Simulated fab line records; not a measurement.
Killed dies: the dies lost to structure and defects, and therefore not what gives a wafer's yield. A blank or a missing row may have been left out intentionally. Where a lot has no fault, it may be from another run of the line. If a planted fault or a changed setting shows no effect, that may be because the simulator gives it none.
fab line records | flow sky130
record lots=5 wafers=15 last-day=50
route steps=708 shown VT_ADJUST_LVTN@111 VT_ADJUST_NCORE@119 VT_ADJUST_HVTR@131 PAD_OPEN@708
lots that met no fault: from a run of the same line without faults
start-h: start of the lot's first displayed wafer, in hours after the record's first day | wait-h: hours since the lot's step before | " same as the row above | L1.1+2: several wafers, shown together as one row | - value missing, or start not given | * or withheld: withheld | < > ~ a bound
route shown NAME@n: a module of which the file shows steps, and the number in the route of the first | usual: mean/standard deviation taken from wafers without a fault | same: alike in all rows | chamber/n: place in a boat | sites: the reading at each site | _std_site: their standard deviation | _edge_site: the outer-site mean with the inner-site mean subtracted | radius-mm: how far each site lies from the wafer's centre | mask NAME#n: copy n | behind: the tool/chamber that last shaped the wafer | hold: cause of the lot's hold/its duration in hours/its outcome | device: the transistor (n, p or np) that didn't switch | end of line: the tests these same wafers got at the end of their route | a step without rows: its recipe alone | killed: dies lost to structure and defects at the first sort, not the wafer's yield | map: a wafer's dies, marking killed ones x, the rest . and places with no die _
set.NAME: setting as actually run; set.NAME@STEP: the setting as run at that earlier step | model.NAME: the simulator's own value behind a step, which no gauge read
lots at selected steps of the route; one table per step, one row per wafer
services: a tool's chamber out of use, with start hour (start-h, from the record's first day; less than 0 if before it), hours out, and reason
## steps
# step SKY_VT_ADJUST_LVTN_SOFTBAKE_14
# recipe temp-c=90 time-s=60 resist=NOVOLAK
# step SKY_VT_ADJUST_LVTN_EXPOSE_15
# recipe mask-id=HVN_STD_DERIVED na=0.6 source-shape=conventional sigma-outer=0.6 polarization=unpolarized target-cd-nm=600 dose-mj=163
# step SKY_VT_ADJUST_LVTN_PEB_16
# recipe temp-c=withheld time-s=* resist=NOVOLAK
# step SKY_VT_ADJUST_LVTN_DEVELOP_17
# recipe resist=NOVOLAK developer=TMAH develop-time-s=60 dev-temp-c=23
# step SKY_VT_ADJUST_LVTN_OVL_MEAS_18
# usual VT_ADJUST_LVTN_01_OVL=-0.8/1.2
# columns lot.wafer tool chamber start-h wait-h VT_ADJUST_LVTN_01_OVL[nm]
L350.1 overlay-02 - 181.83 0.1 -1.1
L350.4 " - " " -2.2
L350.5 " - " " -0.2
L360.1 overlay-01 - 251.37 0.1 -0.3
L360.3 " - " " 1.5
L360.6 " - " " 0.3
L361.2 overlay-01 - 259.04 0.1 -0.4
L361.5 " - " " -0.4
L361.6 " - " " -1.5
L364.1 overlay-01 - 275.02 0.1 -1.3
L364.3 " - " " -2.1
L364.4 " - " " -1.6
L368.1 overlay-01 - 299.23 0.1 -0.1
L368.2 " - " " -0.8
L368.3 " - " " -0.5
# step SKY_VT_ADJUST_LVTN_IMPLANT_19
# recipe species=B energy-kev=30 dose-cm2=6.5e+11 tilt-deg=withheld
# step SKY_VT_ADJUST_LVTN_STRIP_20
# recipe chemistry=O2/N2 power-w=1400 pressure-mtorr=1500 platen-temp-c=withheld o2-flow-sccm=3000 n2-flow-sccm=300 overash-fraction=0.5
# usual chamber-pressure-mTorr=1499.9/1.4 drypump-motor-current-A=5.7/0.34 oes-product-au=0.716/0.0046 strip-time-to-endpoint-s=14.17/0.033
# columns lot.wafer tool chamber start-h wait-h chamber-pressure-mTorr drypump-motor-current-A oes-product-au rf-hours-counter-h strip-time-to-endpoint-s
L350.1 plasma-asher-03 0 182.02 0.1 1500.7 4.9 0.713 39 14.20
L350.4 " 0 " " 1500.6 4.9 0.706 - 14.22
L350.5 " 1 " " 1500.6 5.8 0.719 - 14.19
L360.1 plasma-asher-03 0 251.56 0.1 1497.7 4.9 0.713 46 14.15
L360.3 " 1 " " 1497.8 5.8 0.719 - 14.23
L360.6 " 0 " " 1502.2 4.9 0.715 - 14.22
L361.2 plasma-asher-04 0 259.22 0.1 1500.0 5.7 0.713 56 14.19
L361.5 " 0 " " 1497.4 5.8 0.724 - 14.18
L361.6 " 1 " " 1499.4 6.0 0.709 - 14.19
L364.1 plasma-asher-03 0 275.21 0.1 1498.0 4.9 0.719 48 14.18
L364.3 " 1 " " 1500.8 5.8 0.723 - 14.18
L364.4 " 0 " " 1497.3 4.9 0.716 - 14.18
L368.1 plasma-asher-04 0 299.42 0.1 1502.0 5.8 0.716 61 14.19
L368.2 " 1 " " 1501.3 6.0 0.727 61 14.14
L368.3 " 0 " " 1499.3 5.7 0.724 - 14.16
# step SKY_VT_ADJUST_LVTN_TW_MEAS_21
# usual VT_ADJUST_LVTN_2_TW=189.2/1.6
# columns lot.wafer tool chamber start-h wait-h VT_ADJUST_LVTN_2_TW
L350.1 film-metro-04 - 182.12 0.1 189.4
L350.4 " - " " 188.8
L350.5 " - " " 189.7
L360.1 film-metro-04 - 251.66 0.1 189.1
L360.3 " - " " 189.6
L360.6 " - " " 188.9
L361.2 film-metro-01 - 259.33 0.1 192.4
L361.5 " - " " 192.2
L361.6 " - " " 190.7
L364.1 film-metro-03 - 275.31 0.1 187.5
L364.3 " - " " 187.3
L364.4 " - " " 186.9
L368.1 film-metro-03 - 299.52 0.1 188.3
L368.2 " - " " 188.2
L368.3 " - " " 187.5
# step SKY_VT_ADJUST_NCORE_DEHYDRATE_00
# recipe temp-c=200 time-s=60
# step SKY_VT_ADJUST_NCORE_HMDS_01
# recipe prime-time-s=60 prime-temp-c=120
# step SKY_VT_ADJUST_NCORE_COAT_02
# recipe resist=NOVOLAK spin-rpm=3000 resist-thk-nm=1140
# step SKY_VT_ADJUST_NCORE_SOFTBAKE_03
# recipe temp-c=90 time-s=60 resist=NOVOLAK
# step SKY_VT_ADJUST_NCORE_EXPOSE_04
# recipe mask-id=LVTN_COMPLEMENT_THIN na=0.6 source-shape=conventional sigma-outer=0.6 polarization=unpolarized target-cd-nm=380 dose-mj=139
# columns lot.wafer tool chamber start-h wait-h mask
L350.1+4+5 iline-stepper-01 0 192.58 - HVN_STD_DERIVED#0
L360.1+3+6 iline-stepper-01 0 264.25 - LVTN_COMPLEMENT_THIN#0
L361.2+5+6 iline-stepper-02 0 270.62 - LVTN_COMPLEMENT_THIN#0
L364.1+3+4 iline-stepper-02 0 288.07 - LVTN_COMPLEMENT_THIN#0
L368.1+2+3 iline-stepper-01 0 311.65 - LVTN_COMPLEMENT_THIN#0
# step SKY_VT_ADJUST_NCORE_PEB_05
# recipe temp-c=withheld time-s=* resist=NOVOLAK
# step SKY_VT_ADJUST_NCORE_DEVELOP_06
# recipe resist=NOVOLAK developer=TMAH develop-time-s=60 dev-temp-c=23
# step SKY_VT_ADJUST_NCORE_CD_MEAS_07
# recipe target-cd-nm=380
# usual cd-nm=380.0/2.3
# columns lot.wafer tool chamber start-h wait-h cd-nm
L350.1 cd-sem-02 - 202.63 0.1 -
L350.4 " - " " -
L350.5 " - " " -
L360.1 cd-sem-01 - 275.28 0.1 380.1
L360.3 " - " " 383.2
L360.6 " - " " 383.1
L361.2 cd-sem-01 - 282.39 0.1 378.0
L361.5 " - " " 380.9
L361.6 " - " " 380.3
L364.1 cd-sem-01 - 300.23 0.1 374.1
L364.3 " - " " 375.1
L364.4 " - " " 374.1
L368.1 cd-sem-01 - 324.42 0.1 381.6
L368.2 " - " " 379.9
L368.3 " - " " 381.7
# step SKY_VT_ADJUST_NCORE_OVL_MEAS_08
# usual VT_ADJUST_NCORE_OVL=0.0/1.5
# columns lot.wafer tool chamber start-h wait-h VT_ADJUST_NCORE_OVL[nm]
L350.1 overlay-02 - 202.75 0.1 -
L350.4 " - " " -
L350.5 " - " " -
L360.1 overlay-02 - 275.40 0.1 -0.6
L360.3 " - " " -0.8
L360.6 " - " " -1.7
L361.2 overlay-01 - 282.50 0.1 -1.4
L361.5 " - " " -1.3
L361.6 " - " " -2.6
L364.1 overlay-02 - 300.35 0.1 -0.7
L364.3 " - " " -0.8
L364.4 " - " " 1.0
L368.1 overlay-02 - 324.54 0.1 0.2
L368.2 " - " " -0.5
L368.3 " - " " 1.8
# step SKY_VT_ADJUST_NCORE_IMPLANT_09
# recipe species=B energy-kev=10 dose-cm2=2.4e+12 tilt-deg=withheld
# step SKY_VT_ADJUST_NCORE_STRIP_10
# recipe chemistry=O2/N2 power-w=1400 pressure-mtorr=1500 platen-temp-c=withheld o2-flow-sccm=3000 n2-flow-sccm=300 overash-fraction=0.5
# usual chamber-pressure-mTorr=1500.0/1.3 drypump-motor-current-A=5.85/0.098 oes-product-au=0.716/0.0048 strip-time-to-endpoint-s=14.18/0.042
# columns lot.wafer tool chamber start-h wait-h chamber-pressure-mTorr drypump-motor-current-A oes-product-au rf-hours-counter-h strip-time-to-endpoint-s
L350.1 plasma-asher-02 0 202.94 0.1 1501.0 5.69 0.713 10 14.19
L350.4 " 1 " " 1499.4 5.80 0.715 - 14.16
L350.5 " 1 " " 1500.1 5.78 0.722 - 14.12
L360.1 plasma-asher-01 0 275.59 0.1 1501.3 5.85 0.721 55 14.20
L360.3 " 1 " " 1502.4 5.93 0.721 - 14.16
L360.6 " 1 " " 1499.9 5.93 0.715 - 14.17
L361.2 plasma-asher-01 1 282.68 0.1 1500.6 5.94 0.708 56 14.23
L361.5 " 1 " " 1501.7 5.96 0.713 - 14.18
L361.6 " 0 " " 1500.6 5.84 0.717 - 14.21
L364.1 plasma-asher-04 1 300.53 0.1 1499.0 6.01 0.709 61 14.29
L364.3 " 1 " " 1500.6 6.01 0.717 - 14.25
L364.4 " 0 " " 1499.0 5.80 0.720 - 14.23
L368.1 plasma-asher-04 0 324.73 0.1 1498.2 5.80 0.720 63 14.16
L368.2 " 1 " " 1499.7 6.02 0.722 63 14.14
L368.3 " 1 " " 1498.5 5.98 0.712 - 14.18
# step SKY_VT_ADJUST_NCORE_TW_MEAS_11
# usual VT_ADJUST_NCORE_TW=220.5/2.1
# columns lot.wafer tool chamber start-h wait-h VT_ADJUST_NCORE_TW
L350.1 film-metro-02 - 203.04 0.1 30.3
L350.4 " - " " 30.2
L350.5 " - " " 30.2
L360.1 film-metro-01 - 275.69 0.1 224.7
L360.3 " - " " 223.9
L360.6 " - " " 223.7
L361.2 film-metro-03 - 282.79 0.1 218.8
L361.5 " - " " 218.2
L361.6 " - " " 218.2
L364.1 film-metro-03 - 300.63 0.1 218.4
L364.3 " - " " 219.7
L364.4 " - " " 220.4
L368.1 film-metro-03 - 324.83 0.1 219.6
L368.2 " - " " 218.3
L368.3 " - " " 218.9
# step SKY_VT_ADJUST_HVTR_DEHYDRATE_00
# recipe temp-c=200 time-s=60
# step SKY_PAD_OPEN_PROBE_99
# usual killed_at_M0_to_M3=44/7.7 killed_at_M4_up=3.2/1.7 killed-at-contacts=24/5.3 killed-at-front-end=15/4.3 killed-at-other=0.3/0.57 killed-dies=87/11 killed-on-rim=17/3.8 killed-open=47/7.4 killed-short=40/6.5
# same gross-dies=492 killed-at-back-side=0
# columns lot.wafer tool chamber start-h wait-h killed_at_M0_to_M3 killed_at_M4_up killed-at-contacts killed-at-front-end killed-at-other killed-dies killed-on-rim killed-open killed-short model.etest.pfet_16v.r-on-ohm-um model.etest.nfet_16v.r-on-ohm-um model.etest.pfet-g5v0d10v5.r-on-ohm-um model.etest.tip-p.rs-ohm-sq model.etest.pfet_01v8.r-on-ohm-um model.etest.tip_p_5v.rs-ohm-sq model.etest.pfet-g5v0d10v5.drive-ua-um model.etest.nfet_01v8_turned.drive-ua-um
L350.1 prober-01 - 1091.20 0.1 50 1 38 403 0 492 96 57 54 1.703e+04 1.242e+04 6095 7617 3316 3108 242.4 589.4
L350.4 prober-01 - 1091.35 0.2 42 2 30 418 0 492 96 42 45 1.702e+04 1.237e+04 6040 7660 3255 3136 243 593.5
L350.5 prober-01 - 1091.40 0.2 52 6 22 412 0 492 96 56 40 1.73e+04 1.252e+04 6064 7684 3252 3115 240.3 599
L361.2 prober-01 - 1155.81 0.1 38 4 19 17 1 79 24 46 32 1.514e+04 1.4e+04 4765 6927 2914 2852 336.4 512.1
L361.5 prober-01 - 1155.96 0.2 44 4 22 17 2 89 18 46 42 1.519e+04 1.41e+04 4706 6890 2838 2854 342.7 514.2
L361.6 prober-01 - 1156.01 0.2 48 2 26 23 1 100 18 50 50 1.516e+04 1.422e+04 4782 6901 2924 2855 335 509.8
L360.1 prober-02 - 1167.89 0.1 41 2 26 12 0 81 9 45 36 1.519e+04 1.425e+04 4729 6711 2820 2802 347 493.9
L360.3 prober-02 - 1167.99 0.2 41 1 20 19 1 82 24 43 39 1.51e+04 1.427e+04 4752 6732 2809 2824 344.1 508.9
L360.6 prober-02 - 1168.14 0.2 42 1 22 14 2 81 12 49 32 1.519e+04 1.441e+04 4731 6713 2797 2816 347.9 503.9
L364.1 prober-01 - 1169.55 0.1 50 4 33 14 0 101 19 57 44 1.527e+04 1.415e+04 4838 7005 2971 2884 333.9 492
L364.3 prober-01 - 1169.65 0.2 53 5 18 12 1 89 20 46 42 1.509e+04 1.403e+04 4753 6918 2919 2887 343.8 497.6
L364.4 prober-01 - 1169.70 0.2 45 2 22 15 0 84 14 49 35 1.53e+04 1.411e+04 4801 6949 2954 2850 336.2 495.5
L368.1 prober-01 - 1187.97 0.1 43 2 27 14 0 86 18 52 33 1.505e+04 1.402e+04 4730 6767 2956 2848 344.6 483.8
L368.2 prober-01 - 1188.02 0.1 35 0 17 11 0 63 15 31 31 1.501e+04 1.403e+04 4744 6786 2908 2849 340.8 489.5
L368.3 prober-01 - 1188.07 0.2 35 3 16 16 0 70 23 39 30 1.516e+04 1.407e+04 4755 6858 2962 2863 341.3 492.1
# killed by level:class
L350.1 VT_ADJUST_NCORE:area-expose=381 CONTACT:geometric-particle:open=14 CONTACT:geometric-particle:short=10 LI_CONTACT:geometric-particle:open=9 METAL1:geometric-particle:short=7 VIA1:geometric-particle:short=7 FIELD_ISO:geometric-particle:open=6 VIA3:geometric-particle:open=6
L350.4 VT_ADJUST_NCORE:area-expose=405 CONTACT:geometric-particle:open=9 VIA1:geometric-particle:open=9 METAL2:geometric-particle:short=8 LI_CONTACT:geometric-particle:open=7 CONTACT:geometric-particle:short=7 VIA1:geometric-particle:short=6 FIELD_ISO:geometric-particle:open=5
L350.5 VT_ADJUST_NCORE:area-expose=396 VIA1:geometric-particle:open=13 FIELD_ISO:geometric-particle:open=9 VIA3:geometric-particle:open=8 CONTACT:geometric-particle:open=8 CONTACT:geometric-particle:short=6 VIA1:geometric-particle:short=6 VIA2:geometric-particle:open=5
L361.2 CONTACT:geometric-particle:open=11 VIA1:geometric-particle:open=8 POLY_GATE:geometric-particle:open=7 METAL2:geometric-particle:short=7 VIA3:geometric-particle:open=5 FIELD_ISO:geometric-particle:open=4 METAL1:geometric-particle:short=4 VIA2:geometric-particle:open=4
L361.5 VIA1:geometric-particle:open=12 LI_CONTACT:geometric-particle:open=8 VIA3:geometric-particle:open=6 CONTACT:geometric-particle:open=6 FIELD_ISO:geometric-particle:short=5 FIELD_ISO:geometric-particle:open=4 POLY_GATE:geometric-particle:open=4 VIA2:geometric-particle:short=4
L361.6 VIA1:geometric-particle:open=15 CONTACT:geometric-particle:open=8 VIA1:geometric-particle:short=8 FIELD_ISO:geometric-particle:short=6 CONTACT:geometric-particle:short=5 POLY_GATE:geometric-particle:short=5 LI_CONTACT:geometric-particle:short=5 METAL1:geometric-particle:short=5
L360.1 VIA1:geometric-particle:open=12 CONTACT:geometric-particle:open=7 CONTACT:geometric-particle:short=7 METAL2:geometric-particle:short=5 FIELD_ISO:geometric-particle:open=4 POLY_GATE:geometric-particle:open=4 LI_CONTACT:geometric-particle:open=4 LOCAL_INTERCONNECT:geometric-particle:short=4
L360.3 VIA1:geometric-particle:open=10 VIA2:geometric-particle:open=8 LI_CONTACT:geometric-particle:open=6 CONTACT:geometric-particle:open=6 POLY_GATE:geometric-particle:short=5 CONTACT:geometric-particle:short=5 VIA3:geometric-particle:open=5 FIELD_ISO:geometric-particle:short=4
L360.6 VIA1:geometric-particle:open=11 LI_CONTACT:geometric-particle:open=9 VIA2:geometric-particle:open=9 CONTACT:geometric-particle:open=8 FIELD_ISO:geometric-particle:open=5 VIA1:geometric-particle:short=5 FIELD_ISO:geometric-particle:short=4 METAL1:geometric-particle:short=3
L364.1 VIA1:geometric-particle:open=15 LI_CONTACT:geometric-particle:open=12 CONTACT:geometric-particle:open=10 METAL1:geometric-particle:short=9 VIA2:geometric-particle:open=6 FIELD_ISO:geometric-particle:short=4 POLY_GATE:geometric-particle:open=4 VIA1:geometric-particle:short=4
L364.3 VIA1:geometric-particle:open=15 CONTACT:geometric-particle:short=8 VIA2:geometric-particle:open=7 VIA3:geometric-particle:open=6 METAL1:geometric-particle:short=6 LI_CONTACT:geometric-particle:open=5 METAL2:geometric-particle:short=5 FIELD_ISO:geometric-particle:short=4
L364.4 LI_CONTACT:geometric-particle:open=12 VIA1:geometric-particle:open=11 VIA2:geometric-particle:open=6 CONTACT:geometric-particle:open=5 METAL2:geometric-particle:short=5 FIELD_ISO:geometric-particle:short=4 FIELD_ISO:geometric-particle:open=4 VIA3:geometric-particle:short=4
L368.1 VIA1:geometric-particle:open=14 LI_CONTACT:geometric-particle:open=12 VIA2:geometric-particle:open=7 LOCAL_INTERCONNECT:geometric-particle:short=5 METAL1:geometric-particle:short=5 CONTACT:geometric-particle:open=4 VIA3:geometric-particle:open=4 POLY_GATE:geometric-particle:open=3
L368.2 VIA3:geometric-particle:open=7 FIELD_ISO:geometric-particle:short=6 CONTACT:geometric-particle:short=5 CONTACT:geometric-particle:open=5 VIA1:geometric-particle:open=5 VIA2:geometric-particle:open=5 POLY_GATE:geometric-particle:open=4 LI_CONTACT:geometric-particle:open=4
L368.3 VIA1:geometric-particle:open=9 LI_CONTACT:geometric-particle:open=7 METAL1:geometric-particle:short=6 FIELD_ISO:geometric-particle:short=5 POLY_GATE:geometric-particle:open=5 VIA2:geometric-particle:open=5 VIA3:geometric-particle:open=5 CONTACT:geometric-particle:short=4
# map L350.1 (x killed, . not)
__________xxxxxxxxxx_________
________xxxxxxxxxxxxxx_______
______xxxxxxxxxxxxxxxxxx_____
_____xxxxxxxxxxxxxxxxxxxx____
____xxxxxxxxxxxxxxxxxxxxxx___
___xxxxxxxxxxxxxxxxxxxxxxxx__
__xxxxxxxxxxxxxxxxxxxxxxxxxx_
_xxxxxxxxxxxxxxxxxxxxxxxxxxxx
_xxxxxxxxxxxxxxxxxxxxxxxxxxxx
_xxxxxxxxxxxxxxxxxxxxxxxxxxxx
_xxxxxxxxxxxxxxxxxxxxxxxxxxxx
_xxxxxxxxxxxxxxxxxxxxxxxxxxxx
_xxxxxxxxxxxxxxxxxxxxxxxxxxxx
_xxxxxxxxxxxxxxxxxxxxxxxxxxxx
_xxxxxxxxxxxxxxxxxxxxxxxxxxxx
__xxxxxxxxxxxxxxxxxxxxxxxxxx_
___xxxxxxxxxxxxxxxxxxxxxxxx__
____xxxxxxxxxxxxxxxxxxxxxx___
_____xxxxxxxxxxxxxxxxxxxx____
______xxxxxxxxxxxxxxxxxx_____
________xxxxxxxxxxxxxx_______
__________xxxxxxxxxx_________
# map L360.3 (x killed, . not)
__________..x..x...._________
________....x......x.._______
______x...........x.x..._____
_____.....xx.......x...x.____
____x......x....x.x.....xx___
___x.............x......x..__
__.x..x....x................_
_x..x..........x..........xx.
_.x...................x......
_.............x...........x.x
_..xx.xxx......x....x........
_x..xx....x......x..x.....x.x
_x.x...........x....xx..x..x.
_....xx....x..x.x........x...
_............x...............
__.x...........x.x...xx....x_
___..........x....x........__
____.x..............x....x___
_____....x...x....x....x.____
______.x..x............._____
________x........x...._______
__________.x........_________
## services
# columns tool chamber start-h hours kind
plasma-asher-02 - 180.26 0.4 repair
plasma-asher-03 - 182.25 0.7 repair
iline-stepper-01 - 209.80 1.7 pm
iline-stepper-01 0 225.72 - calibration
plasma-asher-03 - 266.13 1.1 repair
plasma-asher-02 - 267.92 4.6 repair
plasma-asher-01 - 277.44 0.5 repair
iline-stepper-02 - 278.55 1.7 pm
plasma-asher-03 - 288.44 2.5 repair
## key
first-sign step=SKY_VT_ADJUST_NCORE_EXPOSE_04 reading=mask direction=changed
effect step=SKY_VT_ADJUST_NCORE_CD_MEAS_07 reading=cd-nm direction=missing
effect step=SKY_VT_ADJUST_NCORE_OVL_MEAS_08 reading=VT_ADJUST_NCORE_OVL direction=missing
effect step=SKY_VT_ADJUST_NCORE_TW_MEAS_11 reading=VT_ADJUST_NCORE_TW direction=down sigmas=90 usual=220.5 struck=30.2
effect step=SKY_PAD_OPEN_PROBE_99 reading=killed-at-front-end direction=up sigmas=92 usual=15 struck=411
model-effect step=SKY_PAD_OPEN_PROBE_99 value=etest.pfet_16v.r-on-ohm-um without=1.545e+04 struck=1.712e+04
more-kills-born-at SKY_VT_ADJUST_NCORE_EXPOSE_04@iline-stepper-01=1182
met-at SKY_VT_ADJUST_NCORE_EXPOSE_04
struck-wafers L350.1,L350.4,L350.5
tester-left-out L350
fault kind=wrong-mask tool=any chamber=- onset-h=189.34 steps=SKY_VT_ADJUST_NCORE_EXPOSE_04 aux-copy=HVN_STD_DERIVED#0 scope=struck-lots-only
# tester-left-out: of these lots the tester's yield and bins aren't shown, on N5 and GAA mostly nor the transistor test; their killed dies are dies lost to structure and defects alone, not to doping, threshold or leakage, so they don't give the yield
